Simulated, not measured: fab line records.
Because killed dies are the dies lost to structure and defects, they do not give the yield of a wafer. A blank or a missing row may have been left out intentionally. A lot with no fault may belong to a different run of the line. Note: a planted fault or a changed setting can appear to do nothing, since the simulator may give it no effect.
Struck lot and sound lot, side by side    flow sfq-line    31 steps out of a route of 325
Sound: wafers L258.2, L258.4, L258.5. Struck: wafer L270.1 (left out: L270.2, L270.3 of the same lot, which were not struck); the cause appears at the end.
For every step that has rows: the tool of each side, followed by ch and its chambers, followed by its first start. Under that, the readings that differ: sound wafers    struck wafers    difference of the means    sigmas: that difference in standard deviations of wafers without a fault.
alike: words and numbers the same on both sides, and readings whose means are apart by under 2 such deviations; not compared: readings that were withheld, readings missing a value for some wafer, numbers with overlapping values and no deviation given by the record, and bounds like >300 which may hide the same value.
A row with sigmas, a row that says differs or no value, or rows on one side alone: a step with any of these is where the two part. Numbers that don't overlap but have no deviation are shown without sigmas and don't part them. Lack of a reading on every wafer of one side parts them only where that side has two or more wafers.

SFQ_INCOMING_BOW_MEAS_900:
  sound on film-metro-03 at day 2 16:01; struck on film-metro-04 at day 5 04:00
reading            sound    struck  difference  sigmas
INCOMING_BOW (um)  -1 7 11  -12     -18         -3
then, 1 step without rows for these wafers: SFQ_TRILAYER_INCOMING_OXIDATION_002 (target thk 500 nm, ox time 4939 s).
SFQ_TRILAYER_L0_DEP_SPUTTER_003: material MoNx KI, target thk 40 nm, time 100 s.
  sound on pvd-sputter-03 at day 2 18:29; struck on pvd-sputter-03 at day 5 06:29
reading                                                   sound              struck  difference  sigmas
model.MoNx_KI_of_TRILAYER_L0_DEP_SPUTTER_003.thk-nm (nm)  40.38 40.68 40.58  25.74   -14.81      
  alike: throttle-valve-pct
SFQ_L0_RS_MEAS_901: a four-point-probe measurement.
  sound on film-metro-01 at day 2 18:35; struck on film-metro-01 at day 5 06:51
reading                 sound           struck  difference  sigmas
L0_MONX_KI_RS (ohm/sq)  43.1 42.8 42.9  67.6    +24.7       +50
  not compared: hold
SFQ_L0_THK_MEAS_902: measures by xrf.
  sound on film-metro-01 at day 2 18:41; struck on film-metro-01 at day 5 11:41
reading              sound           struck  difference  sigmas
L0_MONX_KI_THK (nm)  39.7 40.1 40.0  25.7    -14.2       -30
  not compared: hold
then, 5 steps without rows for these wafers: SFQ_TRILAYER_L0_LITHO_COAT_005 (resist thk 600 nm); SFQ_TRILAYER_L0_LITHO_SOFTBAKE_009; SFQ_TRILAYER_L0_LITHO_EXPOSE_006 (exposes mask L0, target cd 2000 nm); SFQ_TRILAYER_L0_LITHO_PEB_008 (peb time 60 s); SFQ_TRILAYER_L0_LITHO_DEVELOP_007 (time 60 s).
-- the record jumps here: 3 days lie between the struck wafers' starts before and after --
SFQ_TRILAYER_L0_BARC_OPEN_METAL_ETCH_010: etches BARC in O2, target depth 125 nm, time 41.7 s.
  sound on rie-metal-02 ch 0,1, day 5 10:13; struck on rie-metal-03 ch 0, day 8 11:32
  alike: drypump-motor-current-A, oes-product-au
  not compared: rf-hours-counter-h
SFQ_TRILAYER_L0_ETCH_METAL_ETCH_008: etches MoNx KI in SF6/O2, stops on SiO2, target depth 50 nm, time 25 s.
  sound on rie-metal-02 ch 0,1, day 5 10:16; struck on rie-metal-03 ch 0, day 8 11:35
reading                sound              struck  difference  sigmas
oes-product-au (a.u.)  0.876 0.881 0.878  0.701   -0.177      -25
  alike: drypump-motor-current-A
  not compared: rf-hours-counter-h
SFQ_TRILAYER_L0_STRIP_STRIP_009: strips in O2.
  sound on rie-metal-02 ch 0,1, day 5 10:19; struck on rie-metal-03 ch 0, day 8 11:38
  alike: drypump-motor-current-A, oes-product-au, platen-temp-c
  not compared: rf-hours-counter-h
then, 1 step without rows for these wafers: SFQ_TRILAYER_L0_STRIP_SOLV_CLEAN_010 (cleans in NMP, time 600 s).
SFQ_TRILAYER_L0_CAP_PECVD_011: deposits SiO2 from SiH4/N2O, time 13.333 s, target thk 60 nm.
  sound on pecvd-02 ch 1,2, day 5 11:05; struck on pecvd-02 ch 0, day 8 12:25
  alike: heater-power-w, throttle-valve-pct
then, 6 steps without rows for these wafers: SFQ_TRILAYER_L0_VIA_LITHO_COAT_018 (resist thk 62 nm); SFQ_TRILAYER_L0_VIA_LITHO_COAT_013 (resist thk 650 nm); SFQ_TRILAYER_L0_VIA_LITHO_SOFTBAKE_017; SFQ_TRILAYER_L0_VIA_LITHO_EXPOSE_014 (exposes mask L0V, target cd 700 nm); SFQ_TRILAYER_L0_VIA_LITHO_PEB_016 (peb time 60 s); SFQ_TRILAYER_L0_VIA_LITHO_DEVELOP_015 (time 60 s).
-- the record jumps here: 4 days lie between the struck wafers' starts before and after --
SFQ_L0V_OVL_MEAS_903:
  sound on overlay-02 at day 8 17:32; struck on overlay-02 at day 12 04:19
  alike: L0V_OVL
SFQ_TRILAYER_L0_VIA_BARC_OPEN_VIA_ETCH_021: etches BARC in O2, target depth 125 nm, time 41.7 s.
  sound on rie-diel-04 ch 0,2,3, day 8 17:34; struck on rie-diel-01 ch 3, day 12 04:20
reading                sound              struck  difference  sigmas
oes-product-au (a.u.)  0.689 0.685 0.683  0.676   -0.010      -2
  alike: drypump-motor-current-A
  not compared: rf-hours-counter-h
then, 4 steps without rows for these wafers: SFQ_TRILAYER_L0_VIA_ETCH_VIA_ETCH_016 (etches SiO2 in CHF3, stops on MoNx KI, target depth 80 nm); SFQ_TRILAYER_L0_VIA_STRIP_STRIP_017 (strips in O2); SFQ_TRILAYER_L0_VIA_STRIP_SOLV_CLEAN_018 (cleans in NMP, time 600 s); SFQ_TRILAYER_M0_DEP_PRE_CLEAN_020 (time 15 s).
SFQ_TRILAYER_M0_DEP_SPUTTER_019: material Nb, target thk 200 nm, time 133.3 s.
  sound on pvd-sputter-03 at day 8 18:28; struck on pvd-sputter-03 at day 12 05:14
  alike: throttle-valve-pct
SFQ_M0_RS_MEAS_904: a four-point-probe measurement.
  sound on film-metro-01 at day 8 18:34; struck on film-metro-01 at day 12 05:20
reading            sound              struck  difference  sigmas
M0_NB_RS (ohm/sq)  0.907 0.896 0.903  0.872   -0.030      -3
then, 1 step without rows for these wafers: SFQ_TRILAYER_M0_LITHO_COAT_026 (resist thk 62 nm).
-- the record jumps here: 71 days lie between the struck wafers' starts before and after --
SFQ_M8_BOW_MEAS_951:
  sound on film-metro-01 at day 73 12:29; struck on film-metro-01 at day 82 23:37
reading                   sound             struck  difference  sigmas
M8_BOW (um)               9 18 22           -6      -22         -2
model.etest.l0.ohm-sq     43.1 42.78 42.88  67.6    +24.7       
model.etest.l0v.link-ohm  44.03 43.7 43.81  68.5    +24.7       
model.etest.l0.ohm-um     21.55 21.4 21.45  33.81   +12.34      

WHERE THEY PART
Earliest at SFQ_INCOMING_BOW_MEAS_900; latest, in this record, at SFQ_M8_BOW_MEAS_951.

WHY: whatever the simulator had introduced
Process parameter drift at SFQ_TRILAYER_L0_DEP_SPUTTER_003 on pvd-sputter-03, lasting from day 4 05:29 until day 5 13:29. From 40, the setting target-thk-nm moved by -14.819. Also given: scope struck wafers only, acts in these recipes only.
